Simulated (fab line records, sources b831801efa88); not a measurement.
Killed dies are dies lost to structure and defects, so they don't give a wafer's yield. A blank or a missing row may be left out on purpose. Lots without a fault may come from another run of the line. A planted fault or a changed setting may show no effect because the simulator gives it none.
Chamber matching | flow sky130 | SKY_METAL4_ETCH_17 on rie_diel-02: 4 sister chambers
The step etches SiO2 in C4F8/O2/Ar, stops on TiN, time 3.9 s, target depth 15 nm. 8 wafers are shown with their chamber, then 10 later ones without.

WAFERS WITH THEIR CHAMBER
wafer  | chamber | oes_product_au (a.u.)
L087.3 | 3       | 0.751
L089.5 | 1       | 0.756
L089.6 | 2       | 0.756
L090.1 | 3       | 0.739
L090.3 | 1       | 0.749
L090.4 | 0       | 0.751
L092.2 | 0       | 0.747
L092.3 | 2       | 0.754

WAFERS WITHOUT THEIR CHAMBER
wafer  | oes_product_au (a.u.)
L092.5 | 0.754
L091.1 | 0.741
L091.5 | 0.748
L091.6 | 0.750
L096.2 | 0.747
L096.4 | 0.755
L096.5 | 0.750
L097.1 | 0.745
L097.3 | 0.743
L097.4 | 0.753

WHICH CHAMBER EACH WENT THROUGH
wafer  | from the rows above               | in truth
L092.5 | can't be placed: 2 or 1 or 0 or 3 | 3
L091.1 | can't be placed: 3 or 0 or 1 or 2 | 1
L091.5 | can't be placed: 0 or 3 or 1 or 2 | 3
L091.6 | can't be placed: 0 or 1 or 2 or 3 | 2
L096.2 | can't be placed: 0 or 3 or 1 or 2 | 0
L096.4 | can't be placed: 2 or 1 or 0 or 3 | 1
L096.5 | can't be placed: 0 or 1 or 2 or 3 | 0
L097.1 | can't be placed: 3 or 0 or 1 or 2 | 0
L097.3 | can't be placed: 3 or 0 or 1 or 2 | 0
L097.4 | can't be placed: 1 or 2 or 0 or 3 | 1
Placed correctly: 0 of 10. Can't be placed from these rows: 10 (the true chamber is among the candidates in 10). Placed wrongly: 0.
How it was worked out, from the rows above alone: a wafer's distance from a chamber is the root of the sum, over the readings, of the square of ((its reading less the chamber's mean) divided by the reading's scatter). The wafer belongs to the nearest chamber; if the next one is less than 2 further off, it can't be placed. A chamber's mean is the mean of its shown wafers. The scatter: the root of (the sum of the squares of (reading less its chamber's mean) over the shown wafers, divided by (wafers less chambers)).
